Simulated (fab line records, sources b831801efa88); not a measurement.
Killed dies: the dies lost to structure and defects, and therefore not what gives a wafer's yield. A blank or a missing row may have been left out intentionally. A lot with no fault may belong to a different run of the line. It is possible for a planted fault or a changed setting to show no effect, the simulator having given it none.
Which tool was responsible? -- flow sky130 -- 12 lots with 36 wafers sampled at 5 steps, on a route of 708 steps

## WHAT EACH GAUGE READ, for each wafer
SKY_NWELL_OVL_MEAS_23.
lot,measured,on,NWELL_01_OVL (nm)
L451,day 5 07:32,overlay-01,0.2 -0.5 -0.8
L452,day 5 14:59,overlay-01,-1.2 0.3 2.7
L453,day 5 23:12,overlay-01,0.5 1.4 0.0
L454,day 6 02:41,overlay-02,2.2 0.8 1.4
L455,day 6 08:17,overlay-02,1.3 0.1 1.1
L456,day 6 12:56,overlay-02,2.3 2.5 2.9
L461,day 7 21:02,overlay-01,-109.9 -109.6 -109.3
L463,day 8 06:34,overlay-01,0.7 2.6 1.4
L465,day 8 19:13,overlay-02,-110.0 -109.1 -110.2
L469,day 9 17:59,overlay-01,1.3 1.7 0.6
L471,day 10 11:31,overlay-02,1.2 0.4 1.9
L472,day 10 15:14,overlay-02,-0.2 -0.1 -0.1

SKY_VT_ADJUST_HVTP_OVL_MEAS_08.
lot,measured,on,VT_ADJUST_HVTP_OVL (nm)
L451,day 6 02:28,overlay-01,0.0 1.5 -0.1
L452,day 6 10:43,overlay-01,-3.5 -1.5 -1.8
L453,day 6 18:11,overlay-01,-1.5 -1.9 -0.3
L454,day 6 22:48,overlay-01,-1.5 -2.7 -1.7
L455,day 7 03:33,overlay-01,0.1 0.3 0.2
L456,day 7 08:52,overlay-02,0.1 -0.4 0.3
L461,day 8 17:04,overlay-01,1.0 2.6 0.8
L463,day 9 03:16,overlay-01,-1.3 -1.1 -2.0
L465,day 9 16:52,overlay-01,-2.2 0.3 -3.4
L469,day 10 17:45,overlay-01,1.6 0.6 -0.9
L471,day 11 11:04,overlay-02,0.3 1.8 -0.4
L472,day 11 15:13,overlay-02,-0.2 -1.6 -1.5

## WHAT TOOL EACH LOT RAN ON (gives the tool, then ch and the chambers of the sampled wafers, and finally the start)
lot,SKY_FIELD_ISO_ETCH_17,SKY_NWELL_EXPOSE_20,SKY_NWELL_RTA_28
L451,"rieSi-02 ch 0,1,3, day 2 05:43","ilineStepper-02 ch 0, day 4 23:17","rtpAnneal-01 ch 0, day 5 07:59"
L452,"rieSi-02 ch 2,3, day 2 10:45","ilineStepper-02 ch 0, day 5 05:46","rtpAnneal-01 ch 0, day 5 15:23"
L453,"rieSi-01 ch 2,3, day 2 16:43","ilineStepper-02 ch 0, day 5 14:05","rtpAnneal-01 ch 0, day 5 23:38"
L454,"rieSi-02 ch 0,1,3, day 2 21:00","ilineStepper-02 ch 0, day 5 17:34","rtpAnneal-01 ch 0, day 6 03:05"
L455,"rieSi-02 ch 1,2,3, day 3 03:37","ilineStepper-02 ch 0, day 5 23:35","rtpAnneal-02 ch 0, day 6 08:41"
L456,"rieSi-01 ch 1,2,3, day 3 07:18","ilineStepper-02 ch 0, day 6 03:32","rtpAnneal-01 ch 0, day 6 13:20"
L461,"rieSi-02 ch 1,2,3, day 4 09:29","ilineStepper-01 ch 0, day 7 11:09","rtpAnneal-02 ch 0, day 7 21:27"
L463,"rieSi-01 ch 0,1,2, day 4 18:18","ilineStepper-02 ch 0, day 7 21:26","rtpAnneal-02 ch 0, day 8 06:58"
L465,"rieSi-01 ch 1,2,3, day 5 05:26","ilineStepper-01 ch 0, day 8 09:23","rtpAnneal-02 ch 0, day 8 19:37"
L469,"rieSi-01 ch 0,3, day 6 02:32","ilineStepper-02 ch 0, day 9 07:23","rtpAnneal-02 ch 0, day 9 18:22"
L471,"rieSi-02 ch 0,2,3, day 6 12:53","ilineStepper-02 ch 0, day 10 00:47","rtpAnneal-02 ch 0, day 10 11:55"
L472,"rieSi-02 ch 0,1,3, day 6 18:04","ilineStepper-02 ch 0, day 10 04:02","rtpAnneal-01 ch 0, day 10 15:38"
- SKY_FIELD_ISO_ETCH_17: etches Si in HBr/Cl2/O2, target depth 342 nm, time 97.7 s.
- SKY_NWELL_EXPOSE_20: exposes mask NWM COMPLEMENT, target cd 840 nm.
- SKY_NWELL_RTA_28: time 30 s.

## WHAT THE TOOLS THEMSELVES READ (means of the sampled wafers that have a number; where no wafer has one, the mark that the record gives instead)
SKY_FIELD_ISO_ETCH_17.
lot,tool,drypumpMotorCurrentA (A),heBacksideLeakSccm (sccm),oesProductAu (a.u.),throttleValvePct (%)
L451,rieSi-02,6.4,2.55,1.008,25.654
L452,rieSi-02,5.9,2.63,0.993,25.665
L453,rieSi-01,6.0,2.93,1.000,25.659
L454,rieSi-02,6.4,2.68,1.003,25.656
L455,rieSi-02,6.1,2.61,1.005,25.651
L456,rieSi-01,5.7,2.91,1.001,25.653
L461,rieSi-02,6.1,2.65,1.011,25.656
L463,rieSi-01,5.6,2.92,1.004,25.655
L465,rieSi-01,5.7,2.88,0.998,25.652
L469,rieSi-01,5.8,2.78,0.974,25.676
L471,rieSi-02,6.2,2.72,0.995,25.655
L472,rieSi-02,6.4,2.61,1.002,25.644

SKY_NWELL_RTA_28.
lot,tool,lampPowerPct (%),wafer_temp_C_max
L451,rtpAnneal-01,25.30,1054.1
L452,rtpAnneal-01,25.31,1055.4
L453,rtpAnneal-01,25.33,1055.2
L454,rtpAnneal-01,25.36,1055.0
L455,rtpAnneal-02,25.31,1054.8
L456,rtpAnneal-01,25.31,1055.0
L461,rtpAnneal-02,25.34,1055.3
L463,rtpAnneal-02,25.32,1054.4
L465,rtpAnneal-02,25.32,1054.9
L469,rtpAnneal-02,25.27,1054.6
L471,rtpAnneal-02,25.38,1054.9
L472,rtpAnneal-01,25.33,1054.8

## THE ANSWER, worked out from the rows above alone
Rule: the lots themselves supply what counts as usual. The widest of any qualifying gaps counts: lots, ordered by their means at a reading, are off when they make up no more than a third of the lots, leave a main group of 4 or more, and stand apart from it by 3 or more times the standard deviation of that group's means. The tables above print the reading to a certain number of digits; a main group whose means all agree to those digits is not used. Also off: a lot with no number at a reading for which 4 or more lots have one. Where the step has rows for the other lots, those lots are counted as sound. The gauges are gone through in route order, then the tools' own readings, and for those a lot's mean is taken as printed above. At the first step where some lot is off, the reading lying furthest off is the one used; lots without a number count as furthest.
Off: at SKY_NWELL_OVL_MEAS_23 (NWELL_01_OVL), L461, L465. Main group: mean 1.0 nm, sd 0.81.
A tool fits if, at a process step before that reading, it ran every lot that is off, and no sound lot after the first of them. Gauges at SKY_NWELL_OVL_MEAS_23: tried the same way as those tools. One fits: SKY_NWELL_EXPOSE_20 on ilineStepper-01. It ran no sound lot before its first lot that is off in this sample, so the start can't be narrowed down.

## WHAT THE SIMULATOR HAD INSERTED
Scanner matching overlay: ilineStepper-01, from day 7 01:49 on, at SKY_NWELL_EXPOSE_20. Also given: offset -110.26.
Shown lots that were struck: L461, L465. The rule above reached the same finding.
